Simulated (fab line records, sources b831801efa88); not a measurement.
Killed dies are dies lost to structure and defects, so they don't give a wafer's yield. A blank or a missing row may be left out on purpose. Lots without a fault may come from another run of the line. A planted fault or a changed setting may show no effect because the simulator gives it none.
fab line records | flow sky130
record lots=14 wafers=42 last_day=50
route steps=708 shown SONOS_ONO@170 VIA2@519 METAL3@564 PASSIVATION@682
lots that met no fault: from a run of the same line without faults
start_h: hours from the record's first day to the start of the lot's first wafer shown | wait_h: hours since the lot's step before | " the same as in the row above | L1.1+2: a row that stands for several wafers | - no value, or no start given | * or withheld: withheld | < > ~ a bound
route shown NAME@n: a module of which the file shows steps, and the number in the route of the first | usual: mean/standard deviation of fault-free wafers | same: alike in all rows | chamber/n: place in a boat | sites: the reading at each site | _std_site: their standard deviation | _edge_site: outer sites' mean less inner sites' | radius_mm: how far each site lies from the wafer's centre | mask NAME#n: copy n | behind: the tool/chamber that last shaped the wafer | hold: why the lot was held/for how many hours/how that ended | device: the transistor (n, p or np) that didn't switch | end of line: the same wafers' tests at the end of the route | a step without rows: its recipe alone | killed: dies lost to structure and defects at the first sort, not the wafer's yield | map: a wafer's dies, x killed, . not, _ none there
set.NAME: the setting as run; set.NAME@STEP: as run at that earlier step | model.NAME: the simulator's own value behind a step, which no gauge read
steps of the route over a sample of lots; a table a step, a row a wafer
services: from which hour (start_h, from the record's first day; less than 0 if before it) a tool's chamber was out of use, for how many hours, and why
## steps
# step SKY_SONOS_ONO_CVD_02
# recipe material=Si3N4 precursor=DCS/NH3 target_thk_nm=10.5 temp_c=770 time_s=180 pressure_mtorr=250
# columns lot.wafer tool chamber start_h wait_h
L794.2+5+6 lpcvd-02 1 254.99 2.0
L795.3+5+6 lpcvd-02 0 271.01 0.0
L796.2+3+5 lpcvd-02 1 271.01 0.0
L797.2+3+4 lpcvd-02 1 279.83 0.0
L799.1+3+6 lpcvd-02 0 293.78 2.3
L800.1+2+4 lpcvd-02 1 299.72 0.6
L802.1+5+6 lpcvd-02 0 316.15 1.5
L804.4+5+6 lpcvd-02 1 329.84 1.0
L805.1+3+4 lpcvd-02 1 340.61 0.1
L806.3+5+6 lpcvd-02 1 354.37 1.4
L814.1+5+6 lpcvd-02 0 414.41 0.1
L815.1+4+5 lpcvd-02 1 424.20 0.6
L816.1+2+5 lpcvd-02 1 430.12 0.1
L817.3+5+6 lpcvd-02 1 437.37 0.0
# step SKY_SONOS_ONO_THK_MEAS_03
# recipe reads=Si3N4_of_SONOS_ONO_CVD_02
# usual SONOS_ONO_CVD_02_THK=10.51/0.11
# columns lot.wafer tool chamber start_h wait_h SONOS_ONO_CVD_02_THK[nm]
L794.2 film_metro-04 - 256.05 0.0 10.41
L794.5 " - " " 10.37
L794.6 " - " " 10.34
L796.2 film_metro-04 - 272.07 0.0 10.57
L796.3 " - " " 10.53
L796.5 " - " " 10.36
L795.3 film_metro-03 - 272.08 0.0 10.67
L795.5 " - " " 10.62
L795.6 " - " " 10.54
L797.2 film_metro-03 - 280.89 0.0 10.65
L797.3 " - " " 10.64
L797.4 " - " " 10.56
L799.1 film_metro-01 - 294.83 0.0 10.52
L799.3 " - " " 10.50
L799.6 " - " " 10.49
L800.1 film_metro-03 - 300.77 0.0 10.62
L800.2 " - " " 10.56
L800.4 " - " " 10.55
L802.1 film_metro-01 - 317.20 0.0 10.52
L802.5 " - " " 10.53
L802.6 " - " " 10.59
L804.4 film_metro-03 - 330.92 0.0 10.55
L804.5 " - " " 10.64
L804.6 " - " " 10.58
L805.1 film_metro-01 - 341.66 0.0 15.80
L805.3 " - " " 15.82
L805.4 " - " " 15.88
L806.3 film_metro-01 - 355.97 0.0 15.72
L806.5 " - " " 15.75
L806.6 " - " " 15.79
L814.1 film_metro-01 - 415.46 0.0 10.47
L814.5 " - " " 10.50
L814.6 " - " " 10.35
L815.1 film_metro-01 - 425.25 0.0 10.62
L815.4 " - " " 10.54
L815.5 " - " " 10.61
L816.1 film_metro-04 - 431.17 0.0 10.40
L816.2 " - " " 10.42
L816.5 " - " " 10.20
L817.3 film_metro-03 - 438.96 0.0 10.50
L817.5 " - " " 10.56
L817.6 " - " " 10.59
# step SKY_VIA2_CD_MEAS_12
# recipe target_cd_nm=200
# usual cd_nm=199.8/1.4
# columns lot.wafer tool chamber start_h wait_h cd_nm
L794.2 cd_sem-02 - 847.44 - 198.0
L794.5 " - " " 198.6
L794.6 " - " " 196.8
L795.3 cd_sem-02 - 864.28 - 199.2
L795.5 " - " " 200.8
L795.6 " - " " 200.5
L796.2 cd_sem-01 - 867.46 - 199.5
L796.3 " - " " 200.6
L796.5 " - " " 199.3
L797.2 cd_sem-02 - 873.34 - 200.0
L797.3 " - " " 198.9
L797.4 " - " " 199.2
L799.1 cd_sem-01 - 889.71 - 201.6
L799.3 " - " " 202.1
L799.6 " - " " 203.1
L800.1 cd_sem-01 - 896.92 - 199.3
L800.2 " - " " 200.6
L800.4 " - " " 201.3
L802.1 cd_sem-01 - 906.99 - 196.7
L802.5 " - " " 198.5
L802.6 " - " " 198.6
L804.4 cd_sem-01 - 922.82 - 198.3
L804.5 " - " " 198.6
L804.6 " - " " 198.8
L805.1 cd_sem-01 - 930.09 - 201.4
L805.3 " - " " 199.1
L805.4 " - " " 200.0
L806.3 cd_sem-01 - 946.06 - 199.4
L806.5 " - " " 200.1
L806.6 " - " " 200.3
L814.1 cd_sem-02 - 996.89 - 199.8
L814.5 " - " " 200.7
L814.6 " - " " 197.7
L815.1 cd_sem-01 - 999.66 - 199.0
L815.4 " - " " 199.3
L815.5 " - " " 198.3
L816.1 cd_sem-02 - 1005.81 - 198.1
L816.2 " - " " 198.4
L816.5 " - " " 198.0
L817.3 cd_sem-01 - 1010.10 - 199.6
L817.5 " - " " 200.5
L817.6 " - " " 200.8
# step SKY_METAL3_OVL_MEAS_14
# usual METAL3_OVL=-1/5.3
# columns lot.wafer tool chamber start_h wait_h METAL3_OVL[nm]
L794.2 overlay-01 - 902.22 0.1 -3
L794.5 " - " " -5
L794.6 " - " " -2
L795.3 overlay-02 - 917.74 0.1 8
L795.5 " - " " 7
L795.6 " - " " 9
L796.2 overlay-01 - 921.28 0.1 -13
L796.3 " - " " -4
L796.5 " - " " -1
L797.2 overlay-01 - 926.88 0.1 6
L797.3 " - " " -4
L797.4 " - " " -1
L799.1 overlay-01 - 941.84 0.1 2
L799.3 " - " " 0
L799.6 " - " " -9
L800.1 overlay-01 - 948.49 0.1 -5
L800.2 " - " " -3
L800.4 " - " " -1
L802.1 overlay-01 - 957.79 0.1 3
L802.5 " - " " -7
L802.6 " - " " -3
L804.4 overlay-02 - 974.86 0.1 6
L804.5 " - " " -4
L804.6 " - " " 2
L805.1 overlay-01 - 982.56 0.1 2
L805.3 " - " " -1
L805.4 " - " " -5
L806.3 overlay-02 - 996.16 0.1 -9
L806.5 " - " " -3
L806.6 " - " " -8
L814.1 overlay-01 - 1045.41 0.1 -3
L814.5 " - " " -2
L814.6 " - " " 3
L815.1 overlay-01 - 1047.48 0.1 2
L815.4 " - " " -3
L815.5 " - " " -3
L816.1 overlay-02 - 1053.44 0.1 -4
L816.2 " - " " 7
L816.5 " - " " -1
L817.3 overlay-01 - 1057.74 0.1 -4
L817.5 " - " " 0
L817.6 " - " " -5
# step SKY_PASSIVATION_THK_MEAS_01
# recipe reads=SiO2_of_PASSIVATION_CVD_00
# usual PASSIVATION_CVD_00_THK=89.5/1.2
# columns lot.wafer tool chamber start_h wait_h PASSIVATION_CVD_00_THK[nm]
L794.2 film_metro-02 - 1029.80 - 88.7
L794.5 " - " " 91.4
L794.6 " - " " 91.4
L795.3 film_metro-02 - 1044.69 - 88.3
L795.5 " - " " 90.4
L795.6 " - " " 90.6
L796.2 film_metro-04 - 1046.36 - 89.9
L796.3 " - " " 90.8
L796.5 " - " " 90.8
L797.2 film_metro-02 - 1053.01 - 90.0
L797.3 " - " " 92.2
L797.4 " - " " 92.1
L799.1 film_metro-02 - 1065.59 - 87.0
L799.3 " - " " 86.8
L799.6 " - " " 89.8
L800.1 film_metro-02 - 1071.44 - 88.4
L800.2 " - " " 89.5
L800.4 " - " " 91.4
L802.1 film_metro-02 - 1079.49 - 88.3
L802.5 " - " " 89.3
L802.6 " - " " 89.0
L804.4 film_metro-01 - 1094.85 - 88.8
L804.5 " - " " 90.2
L804.6 " - " " 91.4
L805.1 film_metro-01 - 1101.64 - 87.8
L805.3 " - " " 86.7
L805.4 " - " " 89.3
L806.3 film_metro-02 - 1111.65 - 87.6
L806.5 " - " " 90.6
L806.6 " - " " 89.4
L814.1 film_metro-04 - 1153.93 - 88.6
L814.5 " - " " 89.9
L814.6 " - " " 91.4
L815.1 film_metro-02 - 1156.30 - 89.8
L815.4 " - " " 91.2
L815.5 " - " " 89.2
L816.1 film_metro-01 - 1160.80 - 88.8
L816.2 " - " " 86.3
L816.5 " - " " 90.1
L817.3 film_metro-04 - 1164.10 - 88.2
L817.5 " - " " 89.0
L817.6 " - " " 90.0
## services
# columns tool chamber start_h hours kind
lpcvd-02 - 287.24 2.3 repair
## key
first_sign step=SKY_SONOS_ONO_THK_MEAS_03 reading=SONOS_ONO_CVD_02_THK direction=up sigmas=48 usual=10.51 struck=15.79
effect none on later readings
met_at SKY_SONOS_ONO_CVD_02
struck_lots L805,L806
tester_left_out L805,L806
not_acting_at SKY_VIA2_CD_MEAS_12,SKY_METAL3_OVL_MEAS_14,SKY_PASSIVATION_THK_MEAS_01
onset_between 329.84 340.61
fault kind=process_parameter_drift tool=lpcvd-02 chamber=- onset_h=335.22 steps=SKY_SONOS_ONO_CVD_02 channel=target_thk_nm offset=5.2565 shape=step end_h=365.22 acts_in=these_recipes_only stated=10.5
# tester_left_out: of these lots the tester's yield and bins aren't shown, on N5 and GAA mostly nor the transistor test; their killed dies are dies lost to structure and defects alone, not to doping, threshold or leakage, so they don't give the yield
